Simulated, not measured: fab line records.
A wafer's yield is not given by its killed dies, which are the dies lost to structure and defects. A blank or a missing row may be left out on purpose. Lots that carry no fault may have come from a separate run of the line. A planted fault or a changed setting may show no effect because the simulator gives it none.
A struck lot beside a sound one -- flow sky130 -- 15 out of 708 route steps
Sound: wafers L501.3, L501.5, L501.6. Wafers L509.1, L509.4, L509.5 were the ones struck. Last of all comes the cause.
Order at every step that has rows: each side's tool, ch and its chambers, its first start. Under that, the readings that differ: sound wafers -- struck wafers -- difference of the means -- sigmas: that difference in standard deviations of wafers without a fault.
alike: readings whose means differ by less than 2 such deviations, and words and numbers that are the same on both sides. not compared: withheld readings, readings that some wafer has no value for, bounds like >300 that may hide the same value, and numbers for which the record gives no deviation and whose values overlap.
Wherever a step has rows on one side only, a row that says differs or no value, or a row with sigmas, the two part there. When numbers do not overlap yet have no deviation, they are printed without sigmas and do not part them. Lack of a reading on every wafer of one side parts them only where that side has two or more wafers.

SKY_SD_P_CD_MEAS_07 targets a cd of 380 nm.
  sound: cd-sem-02 at day 24 16:49; struck: cd-sem-02 at day 28 16:05
reading,sound,struck,difference,sigmas
cd-nm (nm),383.8 379.9 381.0,377.0 375.5 374.9,-5.8,-2
SKY_SD_P_OVL_MEAS_08:
  sound: overlay-02 at day 24 16:55; struck: overlay-01 at day 28 16:12
  alike: SD_P_OVL
after that, 1 step had no rows for these wafers: SKY_SD_P_IMPLANT_09.
SKY_SD_P_STRIP_10: strips in O2/N2.
  sound on plasma-asher-04 ch 0,1, day 24 17:07; struck on plasma-asher-01 ch 0,1, day 28 16:23
  alike: drypump-motor-current-A, oes-product-au, strip-time-to-endpoint-s
  not compared: rf-hours-counter-h
SKY_SD_P_TW_MEAS_11:
  sound: film-metro-02 at day 24 17:13; struck: film-metro-03 at day 28 16:29
  alike: SD_P_TW
then, 7 steps without rows for these wafers: SKY_RES_XHIGH_DEHYDRATE_00 (time 60 s); SKY_RES_XHIGH_HMDS_01 (prime time 60 s); SKY_RES_XHIGH_COAT_02 (resist thk 1140 nm); SKY_RES_XHIGH_SOFTBAKE_03 (time 60 s); SKY_RES_XHIGH_EXPOSE_04 (exposes mask URPM, target cd 1270 nm); SKY_RES_XHIGH_PEB_05; SKY_RES_XHIGH_DEVELOP_06 (develop time 60 s).
SKY_RES_XHIGH_IMPLANT_07:
  sound on implanter-03 ch 0, day 25 22:39; struck on implanter-02 ch 0, day 29 20:29
reading,sound,struck,difference,sigmas
beam-energy-keV,20.000 20.004 20.001,20.571 20.563 20.564,+0.564,+96
model.implant.drp-nm (nm),9.746 9.746 9.746,9.94 9.94 9.94,+0.19,
SKY_RES_XHIGH_STRIP_08: strips in O2/N2.
  sound on plasma-asher-02 ch 0,1, day 25 22:47; struck on plasma-asher-03 ch 0,1, day 29 20:38
  alike: drypump-motor-current-A, oes-product-au, strip-time-to-endpoint-s
  not compared: rf-hours-counter-h
-- record jumps: 18 days separate the struck wafers' starts on either side; left off in module RES_XHIGH, taken up again in module PAD_OPEN, whose first shown step is the route's number 708 --
SKY_PAD_OPEN_PROBE_99:
  sound: prober-01 at day 45 08:17; struck: prober-02 at day 48 02:11
  alike: killed_at_M0_to_M3, killed_at_M4_up, killed-at-contacts, killed-at-front-end, killed-at-other, killed-dies, killed-open, killed-short

## WHERE THEY PART
Last at SKY_RES_XHIGH_IMPLANT_07 as far as this record goes, first at SKY_SD_P_CD_MEAS_07. Later steps at which nothing parts them and some readings are alike: SKY_RES_XHIGH_STRIP_08, SKY_PAD_OPEN_PROBE_99.

WHY: what had been put in by the simulator
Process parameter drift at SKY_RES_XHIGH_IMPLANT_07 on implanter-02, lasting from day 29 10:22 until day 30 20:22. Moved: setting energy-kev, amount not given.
